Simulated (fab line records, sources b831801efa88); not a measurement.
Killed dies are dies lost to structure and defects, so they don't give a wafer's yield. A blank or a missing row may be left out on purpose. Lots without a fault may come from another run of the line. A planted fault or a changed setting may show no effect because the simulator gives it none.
fab line records | flow sky130
record lots=7 wafers=21 last_day=49
route steps=708 shown SONOS_ONO@176 GATE_OXIDE@187 POLY_GATE@204 PAD_OPEN@708
lots that met no fault: from a run of the same line without faults
start_h: hours from the record's first day to the start of the lot's first wafer shown | wait_h: hours since the lot's step before | " the same as in the row above | L1.1+2: a row that stands for several wafers | - no value, or no start given | * or withheld: withheld | < > ~ a bound
route shown NAME@n: a module of which the file shows steps, and the number in the route of the first | usual: mean/standard deviation of fault-free wafers | same: alike in all rows | chamber/n: place in a boat | sites: the reading at each site | _std_site: their standard deviation | _edge_site: outer sites' mean less inner sites' | radius_mm: how far each site lies from the wafer's centre | mask NAME#n: copy n | behind: the tool/chamber that last shaped the wafer | hold: why the lot was held/for how many hours/how that ended | device: the transistor (n, p or np) that didn't switch | end of line: the same wafers' tests at the end of the route | a step without rows: its recipe alone | killed: dies lost to structure and defects at the first sort, not the wafer's yield | map: a wafer's dies, x killed, . not, _ none there
set.NAME: the setting as run; set.NAME@STEP: as run at that earlier step | model.NAME: the simulator's own value behind a step, which no gauge read
lots at some steps of the route; a table a step, a row a wafer
services: from which hour (start_h, from the record's first day; less than 0 if before it) a tool's chamber was out of use, for how many hours, and why
## steps
# step SKY_SONOS_ONO_COAT_08
# recipe resist=NOVOLAK spin_rpm=3000 resist_thk_nm=1140
# step SKY_SONOS_ONO_SOFTBAKE_09
# recipe temp_c=90 time_s=60 resist=NOVOLAK
# step SKY_SONOS_ONO_EXPOSE_10
# recipe mask_id=ONOM target_cd_nm=410 na=0.6 source_shape=conventional sigma_outer=0.6 dose_mj=150
# step SKY_SONOS_ONO_PEB_11
# recipe temp_c=withheld time_s=* resist=NOVOLAK
# step SKY_SONOS_ONO_DEVELOP_12
# recipe develop_time_s=60 dev_temp_c=23
# step SKY_SONOS_ONO_CD_MEAS_13
# recipe target_cd_nm=410
# usual cd_nm=408.8/2.5
# columns lot.wafer tool chamber start_h wait_h cd_nm
L150.1 cd_sem-02 - 293.69 0.1 409.5
L150.2 " - " " 408.2
L150.4 " - " " 410.2
L151.2 cd_sem-01 - 299.55 0.1 408.3
L151.5 " - " " 406.5
L151.6 " - " " 408.9
L153.1 cd_sem-02 - 322.63 0.1 406.4
L153.2 " - " " 404.6
L153.5 " - " " 404.3
L157.3 cd_sem-02 - 355.45 0.1 414.6
L157.5 " - " " 412.8
L157.6 " - " " 411.3
L160.1 cd_sem-01 - 376.71 0.1 411.6
L160.2 " - " " 408.5
L160.5 " - " " 412.5
L161.1 cd_sem-02 - 393.57 0.1 409.5
L161.2 " - " " 407.9
L161.5 " - " " 408.6
L169.1 cd_sem-02 - 455.57 0.1 408.4
L169.3 " - " " 408.1
L169.4 " - " " 407.7
# step SKY_SONOS_ONO_OVL_MEAS_14
# usual SONOS_ONO_OVL=-1.0/1.4
# columns lot.wafer tool chamber start_h wait_h SONOS_ONO_OVL[nm]
L150.1 overlay-01 - 293.81 0.1 0.9
L150.2 " - " " -2.3
L150.4 " - " " 0.5
L151.2 overlay-01 - 299.65 0.1 -0.8
L151.5 " - " " -2.4
L151.6 " - " " -3.0
L153.1 overlay-02 - 322.75 0.1 1.8
L153.2 " - " " 0.3
L153.5 " - " " 0.9
L157.3 overlay-01 - 355.54 0.1 1.4
L157.5 " - " " 0.2
L157.6 " - " " -1.3
L160.1 overlay-02 - 376.83 0.1 -0.3
L160.2 " - " " 0.3
L160.5 " - " " -1.4
L161.1 overlay-02 - 393.69 0.1 -0.6
L161.2 " - " " -2.4
L161.5 " - " " -2.2
L169.1 overlay-02 - 455.69 0.1 -0.9
L169.3 " - " " -1.5
L169.4 " - " " 2.2
# step SKY_SONOS_ONO_ETCH_15
# recipe target_depth_nm=19.52 chemistry=CHF3/O2 source_w=600 bias_w=200 pressure_mtorr=40 chf3_flow_sccm=50 O2_flow_sccm=5 time_s=7.8
# usual drypump_motor_current_A=5.6/0.47 oes_product_au=1.001/0.0099 throttle_valve_pct=8.825/0.0096
# same time_s=7.8
# columns lot.wafer tool chamber start_h wait_h drypump_motor_current_A oes_product_au rf_hours_counter_h throttle_valve_pct
L150.1 rie_diel-01 2 293.85 0.0 5.6 0.985 126 8.806
L150.2 " 3 " " 5.5 0.998 76 8.824
L150.4 " 0 " " 5.9 0.983 83 8.831
L151.2 rie_diel-04 3 299.68 0.0 5.1 1.002 56 8.820
L151.5 " 1 " " 5.9 1.009 - 8.831
L151.6 " 2 " " 4.9 1.005 - 8.829
L153.1 rie_diel-02 3 322.78 0.0 6.0 0.997 5 8.834
L153.2 " 2 " " 5.9 1.000 46 8.821
L153.5 " 2 " " 5.9 0.999 - 8.834
L157.3 rie_diel-04 2 355.57 0.0 4.9 0.997 6 8.808
L157.5 " 2 " " 4.9 0.994 - 8.827
L157.6 " 3 " " 5.0 1.012 - 8.837
L160.1 rie_diel-02 1 376.87 0.0 6.7 1.011 3 8.819
L160.2 " 2 " " 5.9 0.990 48 8.824
L160.5 " 1 " " 6.7 1.009 - 8.830
L161.1 rie_diel-04 3 393.73 0.0 5.1 1.012 58 8.829
L161.2 " 0 " " 5.5 1.019 110 8.834
L161.5 " 3 " " 5.1 1.004 - 8.834
L169.1 rie_diel-02 0 455.73 0.0 5.4 1.007 6 8.816
L169.3 " 1 " " 6.7 1.007 4 8.813
L169.4 " 2 " " 5.9 0.989 49 8.819
# step SKY_SONOS_ONO_WET_ETCH_16
# recipe chemistry=dHF target_depth_nm=14 dry=n2_spin target=SiO2 dilution=100:1 temp_c=25 time_s=280
# step SKY_SONOS_ONO_STRIP_17
# recipe chemistry=O2/N2 power_w=1400 pressure_mtorr=1500 platen_temp_c=withheld o2_flow_sccm=3000 n2_flow_sccm=300 overash_fraction=0.5
# usual drypump_motor_current_A=5.8/0.41 n2_flow_sccm=299.9/0.86 oes_product_au=0.710/0.0047 strip_time_to_endpoint_s=14.09/0.04
# columns lot.wafer tool chamber start_h wait_h drypump_motor_current_A n2_flow_sccm oes_product_au rf_hours_counter_h strip_time_to_endpoint_s
L150.1 plasma_asher-04 1 293.98 0.0 5.5 300.7 0.704 17 14.15
L150.2 " 0 " " 5.8 300.2 0.712 17 14.11
L150.4 " 0 " " 5.8 299.5 0.709 - 14.13
L151.2 plasma_asher-01 0 299.79 0.0 6.5 299.0 0.705 61 14.03
L151.5 " 0 " " 6.5 299.5 0.713 - 14.05
L151.6 " 1 " " 6.0 299.5 0.722 - 14.07
L153.1 plasma_asher-02 1 322.89 0.0 6.1 300.5 0.713 66 14.06
L153.2 " 0 " " 5.2 299.7 0.710 66 14.02
L153.5 " 0 " " 5.2 300.0 0.708 - 14.06
L157.3 plasma_asher-02 1 355.72 0.0 6.1 300.0 0.712 - 14.12
L157.5 " 0 " " 5.2 300.7 0.708 - 14.09
L157.6 " 1 " " 6.1 300.4 0.711 - 14.08
L160.1 plasma_asher-01 1 376.99 0.0 6.0 298.9 0.707 69 14.13
L160.2 " 0 " " 6.5 300.2 0.715 69 14.13
L160.5 " 1 " " 6.0 300.0 0.721 - 14.14
L161.1 plasma_asher-04 0 393.84 0.0 5.8 300.3 0.716 27 14.11
L161.2 " 1 " " 5.5 299.5 0.705 27 13.99
L161.5 " 0 " " 5.8 299.2 0.706 - 14.03
L169.1 plasma_asher-01 0 455.84 0.0 6.5 300.3 0.714 3 14.12
L169.3 " 1 " " 6.0 300.7 0.707 - 14.09
L169.4 " 0 " " 6.5 301.6 0.709 - 14.10
# step SKY_SONOS_ONO_WET_ETCH_18
# recipe chemistry=H3PO4 target_depth_nm=15 target=Si3N4 temp_c=160 time_s=172
# step SKY_GATE_OXIDE_CLEAN_00
# recipe chemistry=SC1/SC2 mix=1:4:20 temp_c=70 time_s=150 dry=n2_spin
# step SKY_GATE_OXIDE_OXIDATION_01
# recipe temp_c=893.3 ambient=O2 stabilise_s=600 purge_s=300 target_thk_a=102.68 ox_time_s=1473
# usual ox_temp_c=893.3/0.41 zone_power_upper_pct=16.6/1.7
# same purge_s=300
# columns lot.wafer tool chamber start_h wait_h ox_temp_c zone_power_upper_pct
L150.1 furnace-01 0 295.89 1.7 894.0 14.8
L150.2 " 0 " " 893.4 14.6
L150.4 " 0 " " 893.3 14.7
L151.2 furnace-02 0 300.39 0.4 893.5 18.1
L151.5 " 0 " " 893.4 18.1
L151.6 " 0 " " 893.3 17.6
L153.1 furnace-01 0 324.66 1.6 893.3 14.7
L153.2 " 0 " " 892.7 14.6
L153.5 " 0 " " 892.9 14.6
L153.1 furnace-01 0 327.58 1.5 893.1 14.6
L153.2 " 0 " " 893.7 14.8
L153.5 " 0 " " 893.2 14.6
L157.3 furnace-02 0 356.63 0.7 893.2 18.1
L157.5 " 0 " " 893.3 18.0
L157.6 " 0 " " 893.8 17.9
L160.1 furnace-02 0 378.82 1.6 893.7 18.2
L160.2 " 0 " " 893.4 17.9
L160.5 " 0 " " 892.7 18.3
L160.1 furnace-02 0 381.41 1.2 892.6 18.0
L160.2 " 0 " " 892.7 17.8
L160.5 " 0 " " 893.4 17.8
L161.1 furnace-02 0 395.47 1.4 893.3 18.1
L161.2 " 0 " " 893.5 18.0
L161.5 " 0 " " 892.9 18.2
L161.1 furnace-02 0 398.23 1.3 893.3 17.9
L161.2 " 0 " " 893.4 17.9
L161.5 " 0 " " 893.8 17.8
L169.1 furnace-02 0 459.08 3.0 892.8 18.2
L169.3 " 0 " " 893.7 17.8
L169.4 " 0 " " 893.2 18.0
# step SKY_GATE_OXIDE_THK_MEAS_02
# recipe reads=SiO2_of_GATE_OXIDE_OXIDATION_01
# usual GATE_OXIDE_OXIDATION_00_THK=9.51/0.19
# columns lot.wafer tool chamber start_h wait_h GATE_OXIDE_OXIDATION_00_THK[nm]
L150.1 film_metro-04 - 297.30 0.0 9.82
L150.2 " - " " 9.68
L150.4 " - " " 9.70
L151.2 film_metro-04 - 301.81 0.0 9.05
L151.5 " - " " 9.26
L151.6 " - " " 9.25
L153.1 film_metro-04 - 329.11 0.1 15.22
L153.2 " - " " 15.15
L153.5 " - " " 15.40
L157.3 film_metro-01 - 358.06 0.0 9.77
L157.5 " - " " 9.48
L157.6 " - " " 9.52
L160.1 film_metro-02 - 382.82 0.0 15.62
L160.2 " - " " 16.01
L160.5 " - " " 15.54
L161.1 film_metro-01 - 399.71 0.1 16.00
L161.2 " - " " 15.99
L161.5 " - " " 15.70
L169.1 film_metro-01 - 460.49 0.0 9.35
L169.3 " - " " 9.27
L169.4 " - " " 9.49
# step SKY_GATE_OXIDE_DEHYDRATE_03
# recipe temp_c=200 time_s=60
# step SKY_GATE_OXIDE_HMDS_04
# recipe prime_time_s=60 prime_temp_c=120
# step SKY_GATE_OXIDE_COAT_05
# recipe resist=NOVOLAK spin_rpm=3000 resist_thk_nm=1140
# step SKY_GATE_OXIDE_SOFTBAKE_06
# recipe temp_c=90 time_s=60 resist=NOVOLAK
# step SKY_GATE_OXIDE_EXPOSE_07
# recipe mask_id=LVOM na=0.6 source_shape=conventional sigma_outer=0.6 polarization=unpolarized target_cd_nm=600 dose_mj=170
# step SKY_GATE_OXIDE_PEB_08
# recipe temp_c=withheld time_s=* resist=NOVOLAK
# step SKY_GATE_OXIDE_DEVELOP_09
# recipe resist=NOVOLAK developer=TMAH develop_time_s=60 dev_temp_c=23
# step SKY_GATE_OXIDE_OVL_MEAS_10
# usual GATE_OXIDE_OVL=-1.3/1.4
# columns lot.wafer tool chamber start_h wait_h GATE_OXIDE_OVL[nm]
L150.1 overlay-01 - 322.27 0.1 0.5
L150.2 " - " " 1.4
L150.4 " - " " 0.0
L151.2 overlay-01 - 328.03 0.1 -1.3
L151.5 " - " " -2.0
L151.6 " - " " -1.4
L153.1 overlay-02 - 352.97 0.1 -0.9
L153.2 " - " " -2.0
L153.5 " - " " -0.7
L157.3 overlay-02 - 385.83 0.1 -1.0
L157.5 " - " " 1.1
L157.6 " - " " 0.8
L160.1 overlay-01 - 408.77 0.1 -1.7
L160.2 " - " " -2.1
L160.5 " - " " -0.7
L161.1 overlay-01 - 426.42 0.1 0.2
L161.2 " - " " -1.9
L161.5 " - " " -0.6
L169.1 overlay-02 - 490.89 0.1 -0.7
L169.3 " - " " -0.1
L169.4 " - " " 1.2
# step SKY_GATE_OXIDE_IMPLANT_11
# recipe species=B energy_kev=10 dose_cm2=2.6e+12 tilt_deg=withheld
# step SKY_GATE_OXIDE_WET_ETCH_12
# recipe chemistry=dHF target_depth_nm=16.8 dry=n2_spin target=SiO2 dilution=100:1 temp_c=25 time_s=336
# step SKY_GATE_OXIDE_STRIP_13
# recipe chemistry=O2/N2 power_w=1400 pressure_mtorr=1500 platen_temp_c=withheld o2_flow_sccm=3000 n2_flow_sccm=300 overash_fraction=0.5
# usual drypump_motor_current_A=5.82/0.3 n2_flow_sccm=299.9/0.87 oes_product_au=0.716/0.0046 strip_time_to_endpoint_s=14.16/0.038
# columns lot.wafer tool chamber start_h wait_h drypump_motor_current_A n2_flow_sccm oes_product_au rf_hours_counter_h strip_time_to_endpoint_s
L150.1 plasma_asher-01 0 322.56 0.0 6.51 299.8 0.711 63 14.21
L150.2 " 1 " " 6.02 298.8 0.719 63 14.19
L150.4 " 1 " " 6.00 298.1 0.716 - 14.18
L151.2 plasma_asher-04 1 328.41 0.0 5.50 298.6 0.714 20 14.22
L151.5 " 0 " " 5.80 299.3 0.717 - 14.23
L151.6 " 1 " " 5.51 298.4 0.712 - 14.19
L153.1 plasma_asher-04 1 353.28 0.0 5.51 299.6 0.714 23 14.22
L153.2 " 0 " " 5.84 301.8 0.709 23 14.26
L153.5 " 1 " " 5.47 299.3 0.712 - 14.22
L157.3 plasma_asher-04 1 386.14 0.0 5.58 300.3 0.717 - 14.25
L157.5 " 0 " " 5.83 299.7 0.718 - 14.23
L157.6 " 1 " " 5.51 300.3 0.712 - 14.18
L160.1 plasma_asher-01 0 409.06 0.0 6.52 300.2 0.714 72 14.17
L160.2 " 1 " " 6.00 300.6 0.719 72 14.16
L160.5 " 0 " " 6.50 298.6 0.715 - 14.19
L161.1 plasma_asher-04 1 426.71 0.0 5.54 299.5 0.716 30 14.15
L161.2 " 0 " " 5.84 300.5 0.716 30 14.16
L161.5 " 0 " " 5.85 298.6 0.723 - 14.16
L169.1 plasma_asher-03 1 491.18 0.0 5.67 298.9 0.718 61 14.24
L169.3 " 0 " " 5.69 300.8 0.716 - 14.23
L169.4 " 1 " " 5.68 299.6 0.718 - 14.22
# step SKY_GATE_OXIDE_TW_MEAS_14
# usual GATE_OXIDE_TW=226.9/2.5
# columns lot.wafer tool chamber start_h wait_h GATE_OXIDE_TW
L150.1 film_metro-01 - 322.66 0.1 224.1
L150.2 " - " " 225.9
L150.4 " - " " 225.4
L151.2 film_metro-02 - 328.52 0.1 224.1
L151.5 " - " " 224.1
L151.6 " - " " 224.0
L153.1 film_metro-02 - 353.38 0.1 223.6
L153.2 " - " " 222.6
L153.5 " - " " 224.5
L157.3 film_metro-04 - 386.23 0.1 228.9
L157.5 " - " " 229.9
L157.6 " - " " 228.6
L160.1 film_metro-04 - 409.16 0.1 230.2
L160.2 " - " " 230.6
L160.5 " - " " 229.0
L161.1 film_metro-04 - 426.81 0.1 229.5
L161.2 " - " " 229.0
L161.5 " - " " 229.9
L169.1 film_metro-01 - 491.28 0.1 227.1
L169.3 " - " " 226.2
L169.4 " - " " 227.1
# step SKY_GATE_OXIDE_CLEAN_15
# recipe chemistry=SC1/SC2 mix=1:4:20 temp_c=70 time_s=150 dry=n2_spin
# same time_s=150
# columns lot.wafer tool chamber start_h wait_h model.SiO2_of_GATE_OXIDE_OXIDATION_01.thk_nm
L150.1 wet_bench-02 2 322.72 0.1 9.444
L150.2 " 2 " " 9.345
L150.4 " 2 " " 9.375
L151.2 wet_bench-01 3 328.57 0.0 8.726
L151.5 " 3 " " 8.927
L151.6 " 3 " " 8.919
L153.1 wet_bench-02 1 353.44 0.1 14.86
L153.2 " 1 " " 14.83
L153.5 " 1 " " 15.07
L157.3 wet_bench-03 1 386.27 0.0 9.453
L157.5 " 1 " " 9.207
L157.6 " 1 " " 9.188
L160.1 wet_bench-01 0 409.22 0.1 15.28
L160.2 " 0 " " 15.69
L160.5 " 0 " " 15.15
L161.1+2 wet_bench-01 2 426.87 0.1 15.69
L161.5 " 2 " " 15.34
L169.1 wet_bench-03 1 491.34 0.1 8.995
L169.3 " 1 " " 8.915
L169.4 " 1 " " 9.108
# step SKY_GATE_OXIDE_OXIDATION_16
# recipe temp_c=800 ambient=O2 idle_temp_c=700 ramp_up_c_per_min=10 ramp_down_c_per_min=3 stabilise_s=600 purge_s=300 target_thk_a=35.7 ox_time_s=1915
# usual ox_temp_c=800.0/0.42 zone_power_upper_pct=12.7/1.3
# same purge_s=300
# columns lot.wafer tool chamber start_h wait_h ox_temp_c zone_power_upper_pct model.SiO2_of_GATE_OXIDE_OXIDATION_01.thk_nm
L150.1 furnace-01 0 323.13 0.4 800.3 11.7 11.24
L150.2 " 0 " " 800.1 11.8 11.14
L150.4 " 0 " " 800.2 11.6 11.18
L151.2 furnace-02 0 328.82 0.1 800.2 14.4 10.54
L151.5 " 0 " " 800.5 14.5 10.71
L151.6 " 0 " " 801.0 14.5 10.75
L153.1 furnace-01 0 353.49 0.0 800.1 11.5 16.23
L153.2 " 0 " " 800.4 11.5 16.22
L153.5 " 0 " " 799.8 11.4 16.45
L157.3 furnace-02 0 388.29 2.0 800.4 14.2 11.21
L157.5 " 0 " " 800.4 14.1 10.95
L157.6 " 0 " " 799.4 14.1 10.96
L160.1 furnace-01 0 409.67 0.4 799.7 11.6 16.62
L160.2 " 0 " " 799.8 11.6 17
L160.5 " 0 " " 799.4 11.7 16.44
L161.1 furnace-01 0 426.92 0.0 799.9 11.6 17
L161.2 " 0 " " 799.9 11.6 16.99
L161.5 " 0 " " 800.2 11.7 16.68
L169.1 furnace-01 0 491.44 0.0 799.5 11.7 10.78
L169.3 " 0 " " 799.7 11.6 10.67
L169.4 " 0 " " 800.2 11.6 10.86
# step SKY_POLY_GATE_CVD_00
# recipe material=poly-Si target_thk_nm=180 temp_c=620 time_s=720 pressure_mtorr=200
# step SKY_PAD_OPEN_PROBE_99
# usual killed_at_M0_to_M3=44/7.5 killed_at_M4_up=3.1/1.7 killed_at_contacts=24/6.2 killed_at_front_end=15/4.2 killed_at_other=0.4/0.58 killed_dies=85/10 killed_open=47/7.7 killed_short=38/6.4
# same gross_dies=492 killed_at_back_side=0
# columns lot.wafer tool chamber start_h wait_h killed_at_M0_to_M3 killed_at_M4_up killed_at_contacts killed_at_front_end killed_at_other killed_dies killed_open killed_short model.etest.nfet_16v.r_on_ohm_um model.etest.tip_sonos.rs_ohm_sq model.etest.pfet_16v.r_on_ohm_um model.etest.pfet_g5v0d10v5.r_on_ohm_um model.etest.nfet_g5v0d10v5.r_on_ohm_um model.etest.tip_p.rs_ohm_sq model.etest.nfet_g5v0d10v5.drive_ua_um model.etest.pfet_01v8.r_on_ohm_um
L150.1 prober-01 - 1094.04 0.1 33 2 16 15 0 66 33 33 1.419e+04 2547 1.49e+04 4694 1867 6862 625.1 2868
L150.2 prober-01 - 1094.09 0.1 42 4 22 14 0 82 38 44 1.407e+04 2558 1.479e+04 4668 1840 6805 635 2874
L150.4 prober-01 - 1094.19 0.2 56 2 27 15 0 100 47 53 1.412e+04 2537 1.465e+04 4626 1829 6811 630.3 2851
L151.2 prober-02 - 1094.41 0.1 36 5 20 13 0 74 38 36 1.369e+04 2427 1.506e+04 4504 1777 6874 665.5 2882
L151.5 prober-02 - 1094.56 0.2 39 2 19 9 0 69 35 34 1.373e+04 2473 1.508e+04 4500 1773 6896 660.4 2868
L151.6 prober-02 - 1094.61 0.2 33 5 23 16 1 78 39 39 1.383e+04 2445 1.504e+04 4520 1803 6863 649.3 2934
L153.1 prober-02 - 1103.62 0.1 61 0 23 11 0 95 41 54 1.667e+04 4724 1.658e+04 5804 2274 7239 438.4 3073
L153.2 prober-02 - 1103.67 0.1 39 2 20 18 0 79 43 36 1.656e+04 4650 1.66e+04 5786 2298 7145 439.2 3117
L153.5 prober-02 - 1103.82 0.2 46 1 21 20 0 88 52 36 1.669e+04 4807 1.658e+04 5846 2282 7179 435.8 3003
L157.3 prober-02 - 1130.00 0.2 48 5 30 13 0 96 53 43 1.377e+04 2545 1.546e+04 4618 1816 6899 631.7 2816
L157.5 prober-02 - 1130.10 0.2 39 5 25 14 0 83 51 31 1.357e+04 2455 1.564e+04 4548 1825 6830 644.6 2847
L157.6 prober-02 - 1130.15 0.2 41 6 26 11 2 86 44 42 1.375e+04 2453 1.565e+04 4574 1816 6900 639.6 2827
L160.1 prober-01 - 1142.52 0.1 33 6 23 6 0 68 37 31 1.709e+04 4614 1.74e+04 5844 2308 7096 422.8 3026
L160.2 prober-01 - 1142.57 0.1 34 3 25 12 0 74 42 31 1.718e+04 4880 1.764e+04 5870 2331 7138 415.4 3058
L160.5 prober-01 - 1142.72 0.2 37 8 15 15 0 75 45 29 1.697e+04 4515 1.738e+04 5832 2312 7091 427.8 3085
L161.1 prober-02 - 1154.13 0.1 46 3 31 8 1 89 48 41 1.694e+04 4875 1.713e+04 5897 2369 7322 410.4 3132
L161.2 prober-02 - 1154.18 0.1 51 7 35 8 0 101 53 48 1.693e+04 4900 1.683e+04 6014 2385 7274 412.2 3199
L161.5 prober-02 - 1154.33 0.2 37 6 35 13 0 91 62 29 1.683e+04 4625 1.695e+04 5904 2335 7310 421 3155
L169.1 prober-02 - 1187.33 0.1 38 6 21 16 1 82 42 40 1.371e+04 2511 1.487e+04 4533 1798 6702 653.7 2842
L169.3 prober-02 - 1187.43 0.2 34 4 21 11 1 71 34 37 1.358e+04 2478 1.478e+04 4535 1808 6678 656.9 2798
L169.4 prober-02 - 1187.48 0.2 39 1 19 16 0 75 34 41 1.365e+04 2521 1.468e+04 4536 1795 6666 650 2752
# killed by level:class
L150.1 VIA1:geometric_particle:open=13 VIA2:geometric_particle:open=5 FIELD_ISO:geometric_particle:short=4 LI_CONTACT:geometric_particle:short=4 METAL2:geometric_particle:short=4 SONOS_ONO:geometric_particle:short=3 LI_CONTACT:geometric_particle:open=3 LOCAL_INTERCONNECT:geometric_particle:short=3
L150.2 VIA1:geometric_particle:open=12 METAL2:geometric_particle:short=8 LI_CONTACT:geometric_particle:open=7 VIA1:geometric_particle:short=6 LOCAL_INTERCONNECT:geometric_particle:short=5 CONTACT:geometric_particle:open=5 VIA2:geometric_particle:open=5 POLY_GATE:geometric_particle:short=4
L150.4 VIA1:geometric_particle:short=16 CONTACT:geometric_particle:open=12 METAL2:geometric_particle:short=11 VIA1:geometric_particle:open=7 VIA2:geometric_particle:open=6 FIELD_ISO:geometric_particle:open=5 VIA3:geometric_particle:open=5 LI_CONTACT:geometric_particle:open=5
L151.2 LI_CONTACT:geometric_particle:open=7 VIA2:geometric_particle:open=7 CONTACT:geometric_particle:open=7 VIA1:geometric_particle:open=7 FIELD_ISO:geometric_particle:short=5 METAL1:geometric_particle:short=5 VIA2:geometric_particle:short=5 VIA3:geometric_particle:short=5
L151.5 CONTACT:geometric_particle:open=9 METAL1:geometric_particle:short=6 METAL2:geometric_particle:short=6 LI_CONTACT:geometric_particle:open=5 VIA1:geometric_particle:short=5 VIA2:geometric_particle:open=5 VIA3:geometric_particle:short=4 VIA1:geometric_particle:open=4
L151.6 CONTACT:geometric_particle:open=8 CONTACT:geometric_particle:short=7 VIA1:geometric_particle:open=6 VIA3:geometric_particle:open=6 FIELD_ISO:geometric_particle:open=5 METAL1:geometric_particle:short=4 METAL2:geometric_particle:short=4 METAL4:geometric_particle:short=4
L153.1 METAL1:geometric_particle:short=10 LI_CONTACT:geometric_particle:open=10 VIA1:geometric_particle:open=8 VIA1:geometric_particle:short=8 METAL2:geometric_particle:short=8 VIA3:geometric_particle:short=7 VIA3:geometric_particle:open=7 CONTACT:geometric_particle:short=6
L153.2 VIA3:geometric_particle:open=10 VIA1:geometric_particle:open=7 VIA2:geometric_particle:open=6 CONTACT:geometric_particle:open=6 LOCAL_INTERCONNECT:geometric_particle:short=6 CONTACT:geometric_particle:short=5 FIELD_ISO:geometric_particle:open=4 SPACER:geometric_particle:short=4
L153.5 VIA2:geometric_particle:open=10 CONTACT:geometric_particle:open=9 LI_CONTACT:geometric_particle:open=7 METAL1:geometric_particle:short=7 VIA1:geometric_particle:short=7 VIA1:geometric_particle:open=6 FIELD_ISO:geometric_particle:short=5 FIELD_ISO:geometric_particle:open=4
L157.3 VIA1:geometric_particle:open=15 CONTACT:geometric_particle:open=14 LOCAL_INTERCONNECT:geometric_particle:short=8 METAL1:geometric_particle:short=8 VIA3:geometric_particle:open=8 VIA1:geometric_particle:short=6 METAL4:geometric_particle:short=5 POLY_GATE:geometric_particle:open=4
L157.5 VIA1:geometric_particle:open=10 LI_CONTACT:geometric_particle:open=8 CONTACT:geometric_particle:open=7 CONTACT:geometric_particle:short=5 VIA3:geometric_particle:short=5 VIA2:geometric_particle:open=5 VIA3:geometric_particle:open=5 VIA1:geometric_particle:short=4
L157.6 VIA1:geometric_particle:open=11 CONTACT:geometric_particle:open=9 LOCAL_INTERCONNECT:geometric_particle:short=6 CONTACT:geometric_particle:short=6 METAL2:geometric_particle:short=6 VIA2:geometric_particle:short=5 VIA3:geometric_particle:open=4 POLY_GATE:geometric_particle:open=3
L160.1 VIA1:geometric_particle:open=13 CONTACT:geometric_particle:open=8 LI_CONTACT:geometric_particle:open=6 METAL1:geometric_particle:short=5 LOCAL_INTERCONNECT:geometric_particle:short=4 VIA2:geometric_particle:open=4 METAL4:geometric_particle:short=4 POLY_GATE:geometric_particle:short=3
L160.2 VIA1:geometric_particle:open=13 LI_CONTACT:geometric_particle:open=12 METAL1:geometric_particle:short=7 CONTACT:geometric_particle:open=6 METAL2:geometric_particle:short=4 CONTACT:geometric_particle:short=4 VIA1:geometric_particle:short=3 FIELD_ISO:geometric_particle:open=2
L160.5 VIA1:geometric_particle:open=7 CONTACT:geometric_particle:open=6 METAL1:geometric_particle:short=6 VIA2:geometric_particle:open=6 METAL4:geometric_particle:short=5 VIA3:geometric_particle:open=5 FIELD_ISO:geometric_particle:open=4 LI_CONTACT:geometric_particle:open=4
L161.1 VIA1:geometric_particle:open=11 CONTACT:geometric_particle:open=10 METAL2:geometric_particle:short=10 VIA2:geometric_particle:open=8 LI_CONTACT:geometric_particle:open=7 FIELD_ISO:geometric_particle:short=6 LI_CONTACT:geometric_particle:short=5 CONTACT:geometric_particle:short=5
L161.2 CONTACT:geometric_particle:open=14 VIA1:geometric_particle:open=14 LI_CONTACT:geometric_particle:open=10 METAL2:geometric_particle:short=10 VIA1:geometric_particle:short=6 VIA2:geometric_particle:open=5 CONTACT:geometric_particle:short=5 POLY_GATE:geometric_particle:short=3
L161.5 CONTACT:geometric_particle:open=15 VIA1:geometric_particle:open=11 VIA2:geometric_particle:open=8 LI_CONTACT:geometric_particle:open=6 VIA3:geometric_particle:open=6 POLY_GATE:geometric_particle:open=5 LOCAL_INTERCONNECT:geometric_particle:short=5 VIA1:geometric_particle:short=5
L169.1 VIA1:geometric_particle:open=11 CONTACT:geometric_particle:open=8 FIELD_ISO:geometric_particle:open=6 METAL1:geometric_particle:short=5 VIA1:geometric_particle:short=5 METAL3:geometric_particle:short=5 FIELD_ISO:geometric_particle:short=4 LI_CONTACT:geometric_particle:open=4
L169.3 VIA1:geometric_particle:open=9 VIA3:geometric_particle:open=8 LI_CONTACT:geometric_particle:open=7 CONTACT:geometric_particle:short=6 METAL2:geometric_particle:short=5 METAL3:geometric_particle:short=4 FIELD_ISO:geometric_particle:short=3 VIA1:geometric_particle:short=3
L169.4 CONTACT:geometric_particle:open=10 METAL2:geometric_particle:short=7 VIA1:geometric_particle:open=7 VIA1:geometric_particle:short=7 POLY_GATE:geometric_particle:short=6 METAL1:geometric_particle:short=6 LI_CONTACT:geometric_particle:open=5 VIA3:geometric_particle:open=5
## services
# columns tool chamber start_h hours kind
plasma_asher-04 - 271.15 2.1 repair
rie_diel-02 2 273.86 6.7 repair
furnace-01 - 284.57 3.0 pm
rie_diel-02 - 285.25 0.9 repair
furnace-01 - 290.33 4.2 pm
furnace-02 - 301.80 3.4 pm
rie_diel-01 2 302.92 7.9 repair
wet_bench-01 - 303.54 1.2 repair
rie_diel-01 1 305.07 5.2 repair
rie_diel-02 1 316.51 8.9 repair
rie_diel-04 - 318.08 2.8 pm
rie_diel-04 2 339.34 1.6 repair
rie_diel-04 2 356.78 43.3 repair
rie_diel-02 3 365.76 1.8 repair
plasma_asher-03 - 384.59 0.4 repair
furnace-01 - 389.57 7.8 repair
wet_bench-02 - 398.83 9.2 repair
furnace-02 - 407.98 2.5 pm
plasma_asher-01 - 421.25 9.0 pm
furnace-01 - 433.82 2.8 pm
furnace-01 - 449.71 15.0 pm
rie_diel-04 - 453.11 14.6 pm
plasma_asher-04 - 453.98 2.1 repair
wet_bench-02 - 485.04 8.6 repair
## key
first_sign step=SKY_GATE_OXIDE_OXIDATION_01 reading=visit direction=added
effect step=SKY_GATE_OXIDE_THK_MEAS_02 reading=GATE_OXIDE_OXIDATION_00_THK direction=up sigmas=33 usual=9.51 struck=15.63
model_effect step=SKY_GATE_OXIDE_CLEAN_15 value=SiO2_of_GATE_OXIDE_OXIDATION_01.thk_nm without=9.197 struck=15.29
model_effect step=SKY_GATE_OXIDE_OXIDATION_16 value=SiO2_of_GATE_OXIDE_OXIDATION_01.thk_nm without=10.92 struck=16.63
model_effect step=SKY_PAD_OPEN_PROBE_99 value=etest.nfet_16v.r_on_ohm_um without=1.374e+04 struck=1.687e+04
met_at SKY_GATE_OXIDE_OXIDATION_01
struck_wafers L153.1,L153.2,L153.5,L160.1,L160.2,L160.5,L161.1,L161.2,L161.5
tester_left_out L153,L160,L161
fault kind=repeated_step_whole tool=furnace-01,furnace-02 chamber=- onset_h=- steps=SKY_GATE_OXIDE_OXIDATION_01 times=1 scope=struck_lots_only
# tester_left_out: of these lots the tester's yield and bins aren't shown, on N5 and GAA mostly nor the transistor test; their killed dies are dies lost to structure and defects alone, not to doping, threshold or leakage, so they don't give the yield
